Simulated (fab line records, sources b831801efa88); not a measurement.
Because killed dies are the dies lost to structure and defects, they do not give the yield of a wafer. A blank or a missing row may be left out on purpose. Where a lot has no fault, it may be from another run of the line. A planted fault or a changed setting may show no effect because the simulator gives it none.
Which tool was responsible? -- flow sky130 -- 7 lots with 21 wafers sampled at 2 steps, on a route of 708 steps

== WHAT THE GAUGES SHOWED, per wafer ==
SKY_SD_P_CD_MEAS_07 targets a cd of 380 nm.
lot,measured,on,cd-nm (nm)
L637,day 26 04:19,cd-sem-01,381.9 381.8 382.1
L639,day 26 21:51,cd-sem-02,- - -
L646,day 29 22:38,cd-sem-02,375.2 376.6 373.9
L649,day 30 15:46,cd-sem-01,374.5 376.5 376.7
L652,day 31 22:35,cd-sem-02,384.5 383.6 381.9
L654,day 32 00:54,cd-sem-02,377.7 380.7 381.8
L656,day 32 17:46,cd-sem-02,378.3 378.9 379.9

== WHICH TOOL RAN EACH LOT (tool, then ch and the chambers of the sampled wafers, then the start) ==
lot,SKY_SD_P_COAT_02
L637,"litho-track-02 ch 0, day 25 13:54"
L639,"litho-track-04, day 26 07:34"
L646,"litho-track-04 ch 0, day 29 08:14"
L649,"litho-track-02 ch 0, day 30 01:29"
L652,"litho-track-04 ch 0, day 31 08:20"
L654,"litho-track-04 ch 0, day 31 11:13"
L656,"litho-track-03 ch 0, day 32 03:13"
- SKY_SD_P_COAT_02: resist thk 1140 nm.

== THE ANSWER, worked out from the rows above alone ==
Rule: the lots themselves supply what counts as usual. Put in order of their means at a reading, lots are off if they are a third of the lots or fewer, leave a main group of 4 or more, and stand apart from it by a gap of 3 or more times the standard deviation of the main group's means; of several such gaps the widest counts. A main group is skipped when, at the precision printed for the reading in the tables above, its means are all equal. A lot without any number at a reading at which 4 lots or more have one is off too. The other lots that the step has rows for count as sound.
Off: L639 (SKY_SD_P_CD_MEAS_07, cd-nm). Without a number there: L639. For the main group the mean is 379.2 nm and the standard deviation 2.9.
A tool fits if, at a process step before that reading, it ran every lot that is off, and no sound lot after the first of them. Those tools and the gauges at SKY_SD_P_CD_MEAS_07 are tried in the same way. Not one of the candidates tried fits.

== WHAT THE SIMULATOR HAD INSERTED ==
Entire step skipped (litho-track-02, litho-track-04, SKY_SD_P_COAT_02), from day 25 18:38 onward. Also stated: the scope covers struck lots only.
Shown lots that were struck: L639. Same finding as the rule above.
